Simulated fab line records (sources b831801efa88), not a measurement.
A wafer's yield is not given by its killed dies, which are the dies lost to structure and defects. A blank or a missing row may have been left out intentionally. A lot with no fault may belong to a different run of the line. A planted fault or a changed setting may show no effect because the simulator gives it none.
Which tool did it? + flow gf180mcu + 13 lots with 39 wafers sampled at 7 steps, on a route of 602 steps

WHAT EACH GAUGE READ, for each wafer
GF_VT_IMPLANT_TW_MEAS_32.
| lot  | measured     | on            | VT_IMPLANT_3_TW |
|------|--------------|---------------|-----------------|
| L371 | day 7 04:38  | film-metro-01 | 265 265 265     |
| L373 | day 7 17:55  | film-metro-03 | 269 271 269     |
| L374 | day 7 23:58  | film-metro-04 | 263 263 263     |
| L375 | day 8 03:56  | film-metro-04 | 264 263 264     |
| L376 | day 8 06:55  | film-metro-01 | 267 266 266     |
| L377 | day 8 19:59  | film-metro-04 | 264 262 262     |
| L378 | day 8 23:26  | film-metro-03 | 268 269 270     |
| L379 | day 9 04:50  | film-metro-01 | 264 263 263     |
| L380 | day 9 09:40  | film-metro-03 | 272 271 271     |
| L381 | day 9 20:01  | film-metro-03 | 272 273 272     |
| L383 | day 10 09:20 | film-metro-03 | 270 268 270     |
| L385 | day 10 20:29 | film-metro-03 | 269 269 269     |
| L391 | day 12 10:43 | film-metro-01 | 267 267 268     |

GF_POLY_GATE_THK_MEAS_17.
| lot  | measured     | on            | POLY_GATE_OXIDATION_THK (nm) |
|------|--------------|---------------|------------------------------|
| L371 | day 9 15:21  | film-metro-04 | 4.01 3.95 3.95               |
| L373 | day 10 04:13 | film-metro-04 | 3.98 4.01 4.02               |
| L374 | day 10 14:54 | film-metro-04 | 3.83 3.74 3.76               |
| L375 | day 10 17:22 | film-metro-03 | 3.93 3.98 3.98               |
| L376 | day 10 21:46 | film-metro-03 | 3.90 3.91 3.92               |
| L377 | day 11 15:13 | film-metro-04 | 4.03 4.06 4.10               |
| L378 | day 11 15:13 | film-metro-02 | 4.07 4.16 4.12               |
| L379 | day 11 21:37 | film-metro-02 | 4.03 4.04 4.11               |
| L380 | day 11 23:45 | film-metro-04 | 4.11 4.14 4.12               |
| L381 | day 12 19:14 | film-metro-04 | 4.02 3.98 4.04               |
| L383 | day 13 03:15 | film-metro-02 | 3.96 3.95 3.86               |
| L385 | day 13 19:39 | film-metro-03 | 3.93 3.96 3.91               |
| L391 | day 15 08:50 | film-metro-02 | 4.08 4.04 4.00               |

GF_HV_LDD_CD_MEAS_19: the cd target is 400 nm.
| lot  | measured     | on        | cd-nm (nm)        |
|------|--------------|-----------|-------------------|
| L371 | day 11 04:08 | cd-sem-02 | 400.0 401.7 397.8 |
| L373 | day 11 17:41 | cd-sem-01 | 403.9 401.1 403.2 |
| L374 | day 12 03:50 | cd-sem-01 | 398.8 400.3 401.7 |
| L375 | day 12 07:46 | cd-sem-01 | 400.8 400.4 399.1 |
| L376 | day 12 11:47 | cd-sem-01 | 402.0 400.4 400.3 |
| L377 | day 13 07:19 | cd-sem-01 | 402.2 401.9 399.5 |
| L378 | day 13 07:02 | cd-sem-02 | 401.9 402.6 401.6 |
| L379 | day 13 13:38 | cd-sem-02 | 398.4 402.1 401.7 |
| L380 | day 13 16:13 | cd-sem-01 | 397.1 398.7 397.9 |
| L381 | day 14 11:41 | cd-sem-01 | 400.3 398.6 399.0 |
| L383 | day 14 20:32 | cd-sem-02 | - - -             |
| L385 | day 15 13:35 | cd-sem-01 | 399.7 399.5 403.4 |
| L391 | day 17 05:46 | cd-sem-01 | 398.8 401.6 400.6 |

GF_HV_LDD_TW_MEAS_23.
| lot  | measured     | on            | HV_LDD_2_TW    |
|------|--------------|---------------|----------------|
| L371 | day 11 04:32 | film-metro-04 | 1041 1035 1040 |
| L373 | day 11 18:05 | film-metro-04 | 1044 1040 1043 |
| L374 | day 12 04:15 | film-metro-01 | 1047 1049 1050 |
| L375 | day 12 08:10 | film-metro-02 | 1062 1060 1059 |
| L376 | day 12 12:12 | film-metro-02 | 1060 1065 1061 |
| L377 | day 13 07:43 | film-metro-01 | 1042 1043 1044 |
| L378 | day 13 07:27 | film-metro-02 | 1065 1070 1063 |
| L379 | day 13 14:03 | film-metro-01 | 1047 1045 1044 |
| L380 | day 13 16:38 | film-metro-04 | 1034 1038 1038 |
| L381 | day 14 12:06 | film-metro-04 | 1028 1034 1034 |
| L383 | day 14 20:57 | film-metro-01 | 30 30 30       |
| L385 | day 15 14:00 | film-metro-04 | 1036 1037 1034 |
| L391 | day 17 06:11 | film-metro-04 | 1033 1030 1032 |

GF_HV_LDD_CD_MEAS_31: the cd target is 400 nm.
| lot  | measured     | on        | cd-nm (nm)        |
|------|--------------|-----------|-------------------|
| L371 | day 11 22:25 | cd-sem-01 | 403.9 404.9 404.7 |
| L373 | day 12 13:11 | cd-sem-02 | 404.3 403.3 406.3 |
| L374 | day 12 23:49 | cd-sem-01 | 402.1 402.4 399.6 |
| L375 | day 13 03:34 | cd-sem-02 | 402.9 403.3 404.2 |
| L376 | day 13 08:11 | cd-sem-02 | 409.2 408.8 406.4 |
| L377 | day 14 03:43 | cd-sem-02 | 400.5 400.8 400.2 |
| L378 | day 14 03:23 | cd-sem-01 | 408.1 407.5 407.2 |
| L379 | day 14 09:41 | cd-sem-01 | 402.8 404.2 403.3 |
| L380 | day 14 12:34 | cd-sem-01 | 406.1 404.9 402.4 |
| L381 | day 15 09:26 | cd-sem-02 | 401.7 397.8 400.7 |
| L383 | day 15 18:59 | cd-sem-01 | 399.3 400.3 402.3 |
| L385 | day 16 11:47 | cd-sem-02 | 403.8 404.3 403.9 |
| L391 | day 18 05:29 | cd-sem-02 | 404.4 403.3 402.8 |

GF_HV_LDD_TW_MEAS_38.
| lot  | measured     | on            | HV_LDD_3_TW    |
|------|--------------|---------------|----------------|
| L371 | day 11 23:16 | film-metro-02 | 1444 1438 1444 |
| L373 | day 12 14:02 | film-metro-02 | 1439 1443 1439 |
| L374 | day 13 00:41 | film-metro-02 | 1454 1448 1447 |
| L375 | day 13 05:01 | film-metro-02 | 1455 1452 1445 |
| L376 | day 13 09:03 | film-metro-04 | 1415 1402 1412 |
| L377 | day 14 04:34 | film-metro-01 | 1419 1416 1420 |
| L378 | day 14 04:15 | film-metro-01 | 1427 1424 1424 |
| L379 | day 14 10:33 | film-metro-01 | 1420 1424 1428 |
| L380 | day 14 13:26 | film-metro-04 | 1409 1400 1409 |
| L381 | day 15 10:18 | film-metro-02 | 1439 1440 1456 |
| L383 | day 15 19:53 | film-metro-04 | 1572 1569 1562 |
| L385 | day 16 12:39 | film-metro-01 | 1425 1420 1417 |
| L391 | day 18 06:20 | film-metro-04 | 1406 1409 1405 |

WHICH TOOL RAN EACH LOT (tool, then ch and the chambers of the sampled wafers, then the start)
| lot  | GF_HV_LDD_EXPOSE_16                 |
|------|-------------------------------------|
| L371 | iline-stepper-02 ch 0, day 10 18:55 |
| L373 | iline-stepper-02 ch 0, day 11 08:46 |
| L374 | iline-stepper-01 ch 0, day 11 19:00 |
| L375 | iline-stepper-02 ch 0, day 11 21:53 |
| L376 | iline-stepper-02 ch 0, day 12 02:17 |
| L377 | iline-stepper-01 ch 0, day 12 21:16 |
| L378 | iline-stepper-01 ch 0, day 12 20:46 |
| L379 | iline-stepper-02 ch 0, day 13 03:37 |
| L380 | iline-stepper-01 ch 0, day 13 06:31 |
| L381 | iline-stepper-02 ch 0, day 14 01:57 |
| L383 | iline-stepper-01 ch 0, day 14 09:31 |
| L385 | iline-stepper-01 ch 0, day 15 03:24 |
| L391 | iline-stepper-01 ch 0, day 16 18:31 |
- GF_HV_LDD_EXPOSE_16: exposes mask Pplus LV AREA, target cd 400 nm.

WHAT THE TOOLS THEMSELVES READ (means of the sampled wafers that have a number; where no wafer has one, the mark that the record gives instead)
The record holds no such reading with a usual standard deviation.

THE ANSWER, worked out from the rows above alone
Rule: the usual values come from the lots themselves. Put in order of their means at a reading, lots are off if they are a third of the lots or fewer, leave a main group of 4 or more, and stand apart from it by a gap of 3 or more times the standard deviation of the main group's means; of several such gaps the widest counts. If all means in a main group match to the digits the tables above print for the reading, that group is not used. Also off: a lot with no number at a reading for which 4 or more lots have one. All remaining lots with rows at the step are treated as sound. First the gauges in route order, then the tools' own readings, where a lot's mean is used as printed above. The first step at which some lot is off is used, and at that step the reading that is off furthest; a lot without a number counts as furthest.
Off at GF_HV_LDD_CD_MEAS_19 (cd-nm): L383. Without a number there: L383. Mean 400.5 nm and standard deviation 1.2 in the main group.
A tool fits if, at a process step before that reading, it ran every lot that is off, and no sound lot after the first of them. Not tried: the gauges at GF_HV_LDD_CD_MEAS_19; whatever is off there is also off at GF_HV_LDD_TW_MEAS_23, on other tools, and gauge error can't account for it. Of those tried, none fits.

WHAT THE SIMULATOR HAD PUT IN
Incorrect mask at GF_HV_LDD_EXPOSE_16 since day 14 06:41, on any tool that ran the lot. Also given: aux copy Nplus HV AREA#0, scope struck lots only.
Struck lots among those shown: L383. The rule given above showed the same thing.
